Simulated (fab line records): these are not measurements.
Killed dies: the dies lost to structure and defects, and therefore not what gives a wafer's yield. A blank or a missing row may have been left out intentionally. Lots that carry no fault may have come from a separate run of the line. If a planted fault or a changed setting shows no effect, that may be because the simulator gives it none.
Chamber matching    flow gf180mcu    GF_POLY_GATE_ETCH_13 on rieSi-01 has 4 sister chambers
The step etches poly-Si in HBr/Cl2, stops on SiO2, target depth 198.5 nm, time 69.6 s. 4 wafers are shown with their chamber, then 8 later ones without.

WAFERS, EACH WITH ITS CHAMBER
wafer   chamber  oesProductAu (a.u.)
L820.3  2        0.989
L820.5  1        1.002
L827.1  3        0.993
L836.1  0        0.964

WAFERS WITHOUT THEIR CHAMBER
wafer   oesProductAu (a.u.)
L836.4  0.985
L836.6  0.972
L837.2  0.967
L837.3  0.992
L837.5  0.983
L838.1  0.963
L838.3  0.995
L838.6  0.984

CHAMBER TAKEN BY EACH
wafer   from the rows above           in truth
L836.4  can't be placed: 2 or 3       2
L836.6  0                             0
L837.2  0                             0
L837.3  can't be placed: 3 or 2       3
L837.5  can't be placed: 2 or 3       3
L838.1  0                             0
L838.3  can't be placed: 3 or 2 or 1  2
L838.6  can't be placed: 2 or 3       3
Placed correctly: 3 of 8. Cannot be placed on the basis of these rows: 5; the candidates contain the true chamber in 5. Wrongly placed: 0.
How it was worked out, from the rows above alone: a wafer's distance from a chamber is the root of the sum, over the readings, of the square of ((its reading less the chamber's mean) divided by the reading's scatter). If the next closest chamber is less than 2 further off than the closest, the wafer can't be placed; otherwise it belongs to the closest. For every chamber, the mean is computed from those of its wafers that are shown. The scatter: root of mean squared gap, hidden wafer to nearest shown wafer, with one shown wafer a chamber.
